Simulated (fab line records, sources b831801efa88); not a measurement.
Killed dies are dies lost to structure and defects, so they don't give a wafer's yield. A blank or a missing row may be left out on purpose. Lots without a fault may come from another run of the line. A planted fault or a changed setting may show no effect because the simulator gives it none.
One fault seen from 2 desks | flow gf180mcu | each desk has only its own numbers; what lay behind them comes last

THE TOOL OWNER'S DESK: pvd_sputter-04
The tool's own readings at GF_MIM_SPUTTER_00 (material Ti, target thk 37.5 nm, time 150 s): means of the sampled wafers that have a number, for each lot that ran on this tool. A lot is out of limits, marked OUT, if its mean lies more than 4 standard deviations from the usual mean; the brackets give that distance.
Columns: A = throttle_valve_pct at GF_MIM_SPUTTER_00, usual 29.6 %
lot  | first seen here | A
L510 | day 25 10:44    | 29.8
L518 | day 29 08:13    | 29.8
This desk's finding: nothing out of limits on any of the 2 lots.

THE METROLOGY DESK
What the gauges read, lot by lot, whatever tool the lot ran on: means of the sampled wafers that have a number. A lot is out of limits, marked OUT, if its mean lies more than 4 standard deviations from the usual mean; the brackets give that distance.
Columns: A = V4_OVL at GF_V4_OVL_MEAS_15, usual 1 nm; B = V4_W_RS at GF_V4_RS_MEAS_24, usual 0.326 ohm/sq; C = V4_W_THK at GF_V4_THK_MEAS_25, usual 351 nm
lot  | first seen here | A  | B     | C
L509 | day 25 06:50    | -3 | 0.328 | 350
L510 | day 25 09:21    | 7  | 0.329 | 348
L518 | day 29 06:48    | -3 | 0.323 | 357
L521 | day 29 13:02    | 2  | 0.326 | 350
L525 | day 30 07:20    | 1  | 0.327 | 348
This desk's finding: nothing out of limits on any of the 5 lots.

PUT TOGETHER
The tool owner's desk saw nothing out of limits.
The metrology desk saw nothing out of limits.

WHAT THE SIMULATOR HAD PUT IN
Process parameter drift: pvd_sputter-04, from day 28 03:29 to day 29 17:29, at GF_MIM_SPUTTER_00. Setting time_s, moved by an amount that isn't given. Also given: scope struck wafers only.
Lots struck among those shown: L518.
